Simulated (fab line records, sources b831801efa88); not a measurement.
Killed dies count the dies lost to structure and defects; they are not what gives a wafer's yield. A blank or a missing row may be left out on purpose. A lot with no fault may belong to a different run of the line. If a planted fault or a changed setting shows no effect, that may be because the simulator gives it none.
One fault through the eyes of 2 desks | flow sky130 | each desk holds nothing but its own numbers, with what lay behind them at the end

== FROM THE METROLOGY DESK ==
What the gauges read for every lot (on any tool): the sampled wafers with a number, averaged. A lot is out of limits, marked OUT, if its mean lies more than 4 standard deviations from the usual mean; the brackets give that distance.
Columns: A = INCOMING_BOW at SKY_FIELD_ISO_BOW_MEAS_00, usual -1 um; B = NWELL_TW at SKY_NWELL_TW_MEAS_15, usual 1817; C = cd_nm at SKY_VT_ADJUST_HVTR_CD_MEAS_07, usual 379.3 nm
lot  | first seen here | A  | B            | C
L767 | day 1 10:00     | 7  | 1833         | 378.9
L768 | day 1 15:00     | -0 | 1777         | 377.3
L772 | day 2 11:00     | 5  | 30 (-81) OUT | 377.8
L779 | day 3 22:00     | 7  | 1828         | 379.4
L780 | day 4 03:02     | -6 | 1834         | 381.3
L782 | day 4 13:00     | 6  | 1826         | 378.6
L784 | day 4 23:01     | 5  | 1788         | 377.2
L785 | day 5 04:02     | -2 | 1828         | 378.7
L786 | day 5 09:02     | -2 | 1824         | 379.4
L787 | day 5 14:00     | -8 | 1825         | 376.8
L788 | day 5 19:01     | 1  | 1834         | 380.7
L789 | day 6 00:00     | -1 | 1777         | 378.6
L790 | day 6 05:00     | -1 | 1786         | 379.9
This desk finds L772 out of limits, with the earliest case on L772 at day 5 21:47 (NWELL_TW at SKY_NWELL_TW_MEAS_15). In limits: L767, L768, L779, L780, L782, L784, L785, L786, L787, L788, L789, L790.

== THE TOOL OWNER'S DESK: plasma_asher-03 ==
The tool's own readings at SKY_PWDE_STRIP_09 (strips in O2/N2): means of the sampled wafers that have a number, for each lot that ran on this tool. A lot is out of limits, marked OUT, if its mean lies more than 4 standard deviations from the usual mean; the brackets give that distance.
Columns: A = drypump_motor_current_A at SKY_PWDE_STRIP_09, usual 5.9 A; B = oes_product_au at SKY_PWDE_STRIP_09, usual 0.723 a.u.; C = strip_time_to_endpoint_s at SKY_PWDE_STRIP_09, usual 36.91 s
lot  | first seen here | A   | B               | C
L767 | day 3 19:57     | 5.8 | 0.726           | 36.92
L772 | day 5 03:53     | 5.8 | 0.939 (+49) OUT | -
L788 | day 9 01:11     | 5.5 | 0.723           | 36.89
L789 | day 9 03:35     | 5.3 | 0.723           | 36.83
L790 | day 10 14:44    | 5.8 | 0.720           | 36.93
This desk finds L772 out of limits, L772 being first, at day 5 03:53 (oes_product_au at SKY_PWDE_STRIP_09). In limits: L767, L788, L789, L790.

== TAKEN TOGETHER ==
The tool owner's desk had the chance to raise an alarm at day 5 03:53 on L772.
At day 5 21:47 the metrology desk could have sounded an alarm, on L772.
Every lot named ran SKY_PWDE_STRIP_09 on plasma_asher-03.

== WHAT THE SIMULATOR PUT IN ==
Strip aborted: plasma_asher-03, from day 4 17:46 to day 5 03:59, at SKY_PWDE_STRIP_09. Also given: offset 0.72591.
Shown lots that were struck: L772.
Delay (hours) between the fault's onset and each desk's first out-of-limits reading: 10 at the tool owner's desk, 28 at the metrology desk.
